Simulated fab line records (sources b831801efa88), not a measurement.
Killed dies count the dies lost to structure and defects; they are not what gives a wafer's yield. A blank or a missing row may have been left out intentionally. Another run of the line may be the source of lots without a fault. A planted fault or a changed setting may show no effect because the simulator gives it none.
Struck lot and sound lot, side by side	flow gf180mcu	17 out of 602 route steps
Sound: the wafers L306.2, L306.3, L306.5. Struck: wafer L303.1 (L303.3, L303.6, from the same lot, were not struck and are left out); the cause is given at the end.
For every step that has rows: the tool of each side, followed by ch and its chambers, followed by its first start. Under that, the readings that differ: sound wafers	struck wafers	difference of the means	sigmas: that difference in standard deviations of wafers without a fault.
alike: words and numbers the same on both sides, and readings whose means are apart by under 2 such deviations; not compared: readings that were withheld, readings missing a value for some wafer, numbers with overlapping values and no deviation given by the record, and bounds like >300 which may hide the same value.
The two part at a step that has a row with sigmas, a row that says differs or no value, or rows on one side only. Numbers that have no deviation but don't overlap get no sigmas and don't part them. A reading that every wafer of one side lacks parts them only if that side has two wafers or more.

first, 3 steps without rows for these wafers: GF_V1_EXPOSE_11 (exposes mask Via1, target cd 260 nm); GF_V1_PEB_12 (peb time 90 s); GF_V1_DEVELOP_13 (develop time 60 s).
GF_V1_CD_MEAS_14 targets a cd of 260 nm.
  sound on cd_sem-02 at day 24 00:14; struck on cd_sem-02 at day 23 02:32
  alike: cd_nm
GF_V1_OVL_MEAS_15:
  sound on overlay-02 at day 24 00:20; struck on overlay-01 at day 23 02:40
  alike: V1_OVL
then, 1 step without rows for these wafers: GF_V1_ETCH_16 (etches BARC in N2/H2).
GF_V1_ETCH_17: etches SiO2 in C4F8/O2/Ar, stops on TiN, target depth 630 nm.
  sound: rie_diel-04 ch 1,2,3; struck: rie_diel-01 ch 0
  alike: oes_product_au
GF_V1_STRIP_18: strips in O2/N2.
  sound on plasma_asher-01 ch 0,1, day 24 00:29; struck on plasma_asher-02 ch 1, day 23 02:49
  alike: drypump_motor_current_A, heater_power_w, oes_product_au
  not compared: rf_hours_counter_h
then, 2 steps without rows for these wafers: GF_V1_STRIP_19 (strips in post etch residue remover, time 1200 s); GF_V1_CLEAN_20 (cleans in DIW).
GF_V1_SPUTTER_21: material Ti, target thk 15 nm, time 80.02 s.
  sound on pvd_sputter-03 at day 24 01:02; struck on pvd_sputter-03 at day 23 03:27
  alike: throttle_valve_pct
GF_V1_SPUTTER_22: material TiN, target thk 10 nm, time 40 s.
  sound on pvd_sputter-03 at day 24 01:05; struck on pvd_sputter-03 at day 23 03:31
  alike: throttle_valve_pct
GF_V1_CVD_23: deposits W, target thk 350 nm, time 105.05 s.
  sound on cvd_w-02 ch 0,1, day 24 01:08; struck on cvd_w-01 ch 0, day 23 03:33
reading	sound	struck	difference	sigmas
model.W_of_V1_CVD_23.thk_nm (nm)	346.4 350.5 346.3	472	+124	
  alike: heater_power_w
GF_V1_RS_MEAS_24: uses a four-point probe to measure.
  sound on film_metro-02 at day 24 01:16; struck on film_metro-01 at day 23 03:57
reading	sound	struck	difference	sigmas
V1_W_RS (ohm/sq)	0.331 0.327 0.332	0.243	-0.087	-18
  not compared: hold
GF_V1_THK_MEAS_25: measures by xrf.
  sound on film_metro-02 at day 24 01:22; struck on film_metro-01 at day 23 08:23
reading	sound	struck	difference	sigmas
V1_W_THK (nm)	349 352 349	475	+125	+28
  not compared: hold
GF_V1_CMP_26: polishes, stops on SiO2, t overpolish 15 s, target thk 0 nm.
  sound on cmp-01 ch 0,1, day 24 01:25; struck on cmp-01 ch 2, day 23 12:58
reading	sound	struck	difference	sigmas
hold	- - -	await_dispo/4.5h/release	no value on the sound wafers	
time_to_endpoint_s (s)	85 92 90	113	+24	+6
  alike: motor_current_A
GF_M2_SPUTTER_00: material Ti, target thk 37.5 nm, time 150 s.
  sound on pvd_sputter-02 at day 24 01:43; struck on pvd_sputter-04 at day 23 13:16
  alike: throttle_valve_pct

== WHERE THEY PART ==
At GF_V1_RS_MEAS_24 first; at GF_V1_CMP_26 last (within this record only). Later steps at which nothing parts them and some readings are alike: GF_M2_SPUTTER_00.

WHY: whatever the simulator had introduced
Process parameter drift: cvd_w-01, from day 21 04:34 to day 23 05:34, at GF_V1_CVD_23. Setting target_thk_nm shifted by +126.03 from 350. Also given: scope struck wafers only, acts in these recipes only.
